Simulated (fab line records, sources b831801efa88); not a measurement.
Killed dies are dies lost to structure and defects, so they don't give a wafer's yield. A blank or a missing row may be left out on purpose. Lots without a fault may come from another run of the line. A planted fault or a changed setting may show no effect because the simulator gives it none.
fab line records | flow gf180mcu
record lots=11 wafers=33 last_day=34
route steps=602 shown V1@356 V2@383 M3@413
lots that met no fault: from a run of the same line without faults
start_h: hours from the record's first day to the start of the lot's first wafer shown | wait_h: hours since the lot's step before | " the same as in the row above | L1.1+2: a row that stands for several wafers | - no value, or no start given | * or withheld: withheld | < > ~ a bound
route shown NAME@n: a module of which the file shows steps, and the number in the route of the first | usual: mean/standard deviation of fault-free wafers | same: alike in all rows | chamber/n: place in a boat | sites: the reading at each site | _std_site: their standard deviation | _edge_site: outer sites' mean less inner sites' | radius_mm: how far each site lies from the wafer's centre | mask NAME#n: copy n | behind: the tool/chamber that last shaped the wafer | hold: why the lot was held/for how many hours/how that ended | device: the transistor (n, p or np) that didn't switch | end of line: the same wafers' tests at the end of the route | a step without rows: its recipe alone | killed: dies lost to structure and defects at the first sort, not the wafer's yield | map: a wafer's dies, x killed, . not, _ none there
set.NAME: the setting as run; set.NAME@STEP: as run at that earlier step | model.NAME: the simulator's own value behind a step, which no gauge read
steps of the route over a sample of lots; a table a step, a row a wafer
services: from which hour (start_h, from the record's first day; less than 0 if before it) a tool's chamber was out of use, for how many hours, and why
## steps
# step GF_V1_SPUTTER_21
# recipe material=Ti target_thk_nm=15 chamber_pressure_pa=5 power_w=2500 substrate_temp_c=200 time_s=80.02
# usual throttle_valve_pct=30.1/0.69
# columns lot.wafer tool chamber start_h wait_h throttle_valve_pct
L238.2 pvd_sputter-03 - 410.41 0.0 30.8
L238.5 " - " " 29.4
L238.6 " - " " 30.9
L240.1 pvd_sputter-03 - 433.18 0.0 29.7
L240.3 " - " " 30.7
L240.5 " - " " 29.8
L241.1 pvd_sputter-03 - 443.20 0.0 30.7
L241.5 " - " " 29.1
L241.6 " - " " 30.8
L250.1 pvd_sputter-03 - 526.17 0.0 30.5
L250.2 " - " " 29.5
L250.6 " - " " 30.7
L251.1 pvd_sputter-02 - 532.00 0.0 30.3
L251.3 " - " " 30.3
L251.6 " - " " 30.6
L252.2 pvd_sputter-03 - 539.09 0.0 30.7
L252.5 " - " " 30.6
L252.6 " - " " 30.4
L254.2 pvd_sputter-02 - 560.53 0.0 30.6
L254.5 " - " " 30.8
L254.6 " - " " 30.5
L257.3 pvd_sputter-03 - 587.74 0.0 29.3
L257.4 " - " " 30.5
L257.5 " - " " 29.1
L258.3 pvd_sputter-04 - 588.43 0.0 29.0
L258.5 " - " " 30.8
L258.6 " - " " 30.2
L259.3 pvd_sputter-02 - 597.99 0.0 30.6
L259.5 " - " " 30.3
L259.6 " - " " 30.6
L261.1 pvd_sputter-04 - 614.03 0.0 30.1
L261.2 " - " " 30.4
L261.6 " - " " 31.6
# step GF_V2_THK_MEAS_01
# recipe reads=SiO2_of_V2_CVD_00
# usual V2_CVD_00_THK=602/5.2
# columns lot.wafer tool chamber start_h wait_h V2_CVD_00_THK[nm]
L238.2 film_metro-03 - 436.47 0.0 600
L238.5 " - " " 596
L238.6 " - " " 596
L240.1 film_metro-04 - 459.86 0.0 607
L240.3 " - " " 611
L240.5 " - " " 608
L241.1 film_metro-04 - 468.94 0.1 597
L241.5 " - " " 601
L241.6 " - " " 598
L250.1 film_metro-04 - 550.24 0.0 606
L250.2 " - " " 606
L250.6 " - " " 602
L251.1 film_metro-01 - 556.12 0.0 601
L251.3 " - " " 608
L251.6 " - " " 607
L252.2 film_metro-03 - 563.57 0.0 593
L252.5 " - " " 589
L252.6 " - " " 599
L254.2 film_metro-03 - 584.35 0.0 606
L254.5 " - " " 600
L254.6 " - " " 607
L257.3 film_metro-03 - 611.44 0.1 604
L257.4 " - " " 603
L257.5 " - " " 603
L258.3 film_metro-03 - 612.26 0.1 595
L258.5 " - " " 597
L258.6 " - " " 600
L259.3 film_metro-01 - 621.28 0.1 603
L259.5 " - " " 601
L259.6 " - " " 600
L261.1 film_metro-03 - 636.97 0.0 603
L261.2 " - " " 594
L261.6 " - " " 603
# step GF_V2_CVD_23
# recipe material=W target_thk_nm=350 time_s=104.94 temp_c=400 pressure_torr=40
# usual heater_power_outer_w=497/65 heater_power_w=805/82
# columns lot.wafer tool chamber start_h wait_h heater_power_outer_w heater_power_w
L238.2 cvd_w-02 1 462.18 0.0 489 780
L238.5 " 0 " " 452 759
L238.6 " 1 " " 499 774
L240.1 cvd_w-02 0 485.90 0.0 470 740
L240.3 " 1 " " 493 779
L240.5 " 0 " " 468 753
L241.1 cvd_w-02 1 494.41 0.0 473 793
L241.5 " 1 " " 484 758
L241.6 " 0 " " 452 745
L250.1 cvd_w-02 0 574.03 0.0 455 766
L250.2 " 1 " " 494 768
L250.6 " 0 " " 456 752
L251.1 cvd_w-01 1 580.64 0.0 443 757
L251.3 " 0 " " 616 966
L251.6 " 1 " " 443 779
L252.2 cvd_w-02 0 586.74 0.0 455 760
L252.5 " 1 " " 491 768
L252.6 " 0 " " 466 752
L254.2 cvd_w-01 0 607.19 0.0 617 987
L254.5 " 0 " " 615 982
L254.6 " 1 " " 441 755
L257.3 cvd_w-01 1 633.97 0.1 436 760
L257.4 " 0 " " 625 974
L257.5 " 0 " " 626 951
L258.3 cvd_w-02 1 634.65 0.1 486 771
L258.5 " 0 " " 465 733
L258.6 " 1 " " 497 796
L259.3 cvd_w-02 0 643.62 0.1 457 773
L259.5 " 1 " " 492 777
L259.6 " 0 " " 466 752
L261.1 cvd_w-02 1 658.27 0.0 504 777
L261.2 " 0 " " 455 770
L261.6 " 1 " " 493 785
# step GF_V2_RS_MEAS_24
# recipe thk_meas_gauge=four-point-probe reads=W_of_V2_CVD_23+TiN_of_V2_SPUTTER_22+Ti_of_V2_SPUTTER_21
# usual V2_W_RS=0.327/0.0044
# columns lot.wafer tool chamber start_h wait_h V2_W_RS[ohm/sq]
L238.2 film_metro-03 - 462.31 0.1 0.326
L238.5 " - " " 0.321
L238.6 " - " " 0.323
L240.1 film_metro-04 - 486.01 0.1 0.454
L240.3 " - " " 0.324
L240.5 " - " " 0.323
L241.1 film_metro-03 - 494.52 0.1 0.440
L241.5 " - " " 0.321
L241.6 " - " " 0.445
L250.1 film_metro-01 - 574.14 0.1 0.326
L250.2 " - " " 0.322
L250.6 " - " " 0.326
L251.1 film_metro-04 - 580.75 0.1 0.323
L251.3 " - " " 0.325
L251.6 " - " " 0.321
L252.2 film_metro-04 - 586.88 0.1 0.324
L252.5 " - " " 0.323
L252.6 " - " " 0.326
L254.2 film_metro-03 - 607.32 0.1 0.328
L254.5 " - " " 0.331
L254.6 " - " " 0.326
L257.3 film_metro-04 - 634.08 0.1 0.325
L257.4 " - " " 0.327
L257.5 " - " " 0.331
L258.3 film_metro-03 - 634.76 0.1 0.326
L258.5 " - " " 0.327
L258.6 " - " " 0.325
L259.3 film_metro-03 - 643.73 0.1 0.324
L259.5 " - " " 0.325
L259.6 " - " " 0.327
L261.1 film_metro-03 - 658.38 0.1 0.324
L261.2 " - " " 0.325
L261.6 " - " " 0.322
# step GF_V2_THK_MEAS_25
# recipe thk_meas_gauge=xrf reads=W_of_V2_CVD_23
# usual V2_W_THK=347/5.8
# columns lot.wafer tool chamber start_h wait_h V2_W_THK[nm]
L238.2 film_metro-03 - 462.42 0.1 348
L238.5 " - " " 351
L238.6 " - " " 351
L240.1 film_metro-04 - 486.13 0.1 250
L240.3 " - " " 344
L240.5 " - " " 349
L241.1 film_metro-03 - 494.64 0.1 259
L241.5 " - " " 355
L241.6 " - " " 256
L250.1 film_metro-01 - 574.26 0.1 353
L250.2 " - " " 357
L250.6 " - " " 353
L251.1 film_metro-04 - 580.87 0.1 354
L251.3 " - " " 351
L251.6 " - " " 356
L252.2 film_metro-04 - 586.99 0.1 352
L252.5 " - " " 353
L252.6 " - " " 350
L254.2 film_metro-03 - 607.43 0.1 348
L254.5 " - " " 346
L254.6 " - " " 351
L257.3 film_metro-04 - 634.18 0.1 349
L257.4 " - " " 344
L257.5 " - " " 339
L258.3 film_metro-03 - 634.86 0.1 346
L258.5 " - " " 342
L258.6 " - " " 345
L259.3 film_metro-03 - 643.83 0.1 349
L259.5 " - " " 345
L259.6 " - " " 341
L261.1 film_metro-03 - 658.50 0.1 349
L261.2 " - " " 352
L261.6 " - " " 351
# step GF_V2_CMP_26
# recipe stop_on=SiO2 down_force_psi=3.5 platen_rpm=60 t_overpolish_s=15 target_thk_nm=0 pad_velocity_m_s=0.94248
# usual motor_current_A=10.7/0.81 time_to_endpoint_s=86/3
# columns lot.wafer tool chamber start_h wait_h motor_current_A time_to_endpoint_s
L238.2 cmp-02 2 462.52 0.1 11.4 84
L238.5 " 1 " " 11.1 82
L238.6 " 2 " " 11.4 89
L240.3 cmp-01 0 486.19 0.0 10.7 84
L240.1 " 1 " " 10.6 58
L240.5 " 1 " " 10.7 83
L241.1 cmp-01 0 494.75 0.1 10.5 63
L241.6 " 3 " " 10.0 61
L241.5 " 0 " " 10.6 85
L250.2 cmp-02 0 574.71 0.4 9.5 84
L250.1 " 1 " " 11.0 79
L250.6 " 3 " " 9.9 81
L251.1 cmp-02 0 580.93 0.1 9.8 85
L251.3 " 1 " " 10.9 82
L251.6 " 0 " " 10.1 85
L252.2 cmp-02 1 587.09 0.1 10.8 85
L252.6 " 0 " " 10.1 83
L252.5 " 1 " " 10.7 81
L254.2 cmp-02 0 607.53 0.1 9.6 87
L254.6 " 3 " " 9.9 86
L254.5 " 0 " " 10.2 85
L257.3 cmp-01 0 634.27 0.1 11.3 87
L257.4 " 1 " " 11.0 89
L257.5 " 3 " " 9.8 80
L258.3 cmp-01 3 635.05 0.2 10.3 82
L258.5 " 0 " " 10.9 85
L258.6 " 1 " " 11.8 88
L259.3 cmp-02 3 643.97 0.1 9.3 91
L259.5 " 1 " " 10.8 87
L259.6 " 2 " " 10.6 88
L261.1 cmp-01 1 658.56 0.1 11.4 86
L261.2 " 3 " " 10.0 84
L261.6 " 1 " " 11.4 87
# step GF_M3_SPUTTER_04
# recipe material=TiN target_thk_nm=50 power_w=6500 time_s=41.7 chamber_pressure_pa=0.4
# usual throttle_valve_pct=30.1/0.75
# columns lot.wafer tool chamber start_h wait_h throttle_valve_pct
L238.2 pvd_sputter-02 - 462.95 0.0 29.2
L238.5 " - " " 30.4
L238.6 " - " " 30.5
L240.1 pvd_sputter-01 - 486.67 0.0 30.1
L240.3 " - " " 29.3
L240.5 " - " " 29.8
L241.1 pvd_sputter-02 - 495.18 0.0 30.6
L241.5 " - " " 29.1
L241.6 " - " " 30.6
L250.1 pvd_sputter-02 - 575.09 0.0 28.8
L250.2 " - " " 30.1
L250.6 " - " " 30.3
L251.1 pvd_sputter-04 - 581.41 0.0 31.7
L251.3 " - " " 28.7
L251.6 " - " " 31.7
L252.2 pvd_sputter-02 - 587.52 0.0 29.0
L252.5 " - " " 29.1
L252.6 " - " " 30.5
L254.2 pvd_sputter-01 - 607.96 0.0 29.6
L254.5 " - " " 29.5
L254.6 " - " " 29.5
L257.3 pvd_sputter-02 - 634.70 0.0 29.1
L257.4 " - " " 30.5
L257.5 " - " " 30.1
L258.3 pvd_sputter-04 - 635.38 0.0 29.8
L258.5 " - " " 30.6
L258.6 " - " " 30.1
L259.3 pvd_sputter-01 - 644.35 0.0 29.4
L259.5 " - " " 29.8
L259.6 " - " " 29.8
L261.1 pvd_sputter-02 - 659.04 0.0 30.4
L261.2 " - " " 30.6
L261.6 " - " " 30.7
## services
# columns tool chamber start_h hours kind
cvd_w-02 - 390.00 14.0 pm
cmp-02 - 404.14 4.0 pm
cvd_w-02 - 440.01 2.8 pm
cmp-01 - 452.62 0.2 repair
cmp-01 - 462.24 1.6 repair
cmp-02 - 466.52 6.5 pm
cmp-02 - 500.81 3.5 repair
pvd_sputter-03 - 515.90 1.9 repair
cmp-02 - 519.55 3.6 repair
cvd_w-02 1 522.52 9.0 repair
cvd_w-02 - 540.47 6.9 pm
cmp-01 - 562.74 6.3 pm
pvd_sputter-03 - 568.47 1.4 repair
cmp-01 - 572.00 4.0 pm
cmp-02 - 590.50 1.2 repair
cmp-02 - 594.95 1.4 repair
cmp-02 - 601.24 3.7 pm
pvd_sputter-03 - 604.82 5.8 repair
cmp-01 - 607.15 0.9 repair
cmp-01 - 619.88 1.1 repair
cmp-02 - 631.15 4.8 repair
cmp-02 - 636.48 0.3 repair
cmp-01 - 637.01 5.9 pm
pvd_sputter-02 - 642.55 11.0 repair
## key
first_sign step=GF_V2_RS_MEAS_24 reading=V2_W_RS direction=up sigmas=27 usual=0.327 struck=0.446
effect step=GF_V2_THK_MEAS_25 reading=V2_W_THK direction=down sigmas=16 usual=347 struck=255
effect step=GF_V2_CMP_26 reading=time_to_endpoint_s direction=down sigmas=8.3 usual=* struck=*
met_at GF_V2_CVD_23
struck_lots L240,L241
struck_wafers L240.1,L241.1,L241.6
not_acting_at GF_V1_SPUTTER_21,GF_V2_THK_MEAS_01,GF_M3_SPUTTER_04
onset_between 462.18 485.90
fault kind=process_parameter_drift tool=cvd_w-02 chamber=- onset_h=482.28 steps=GF_V2_CVD_23 channel=target_thk_nm offset=-98.418 shape=step end_h=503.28 scope=struck_wafers_only acts_in=these_recipes_only stated=350
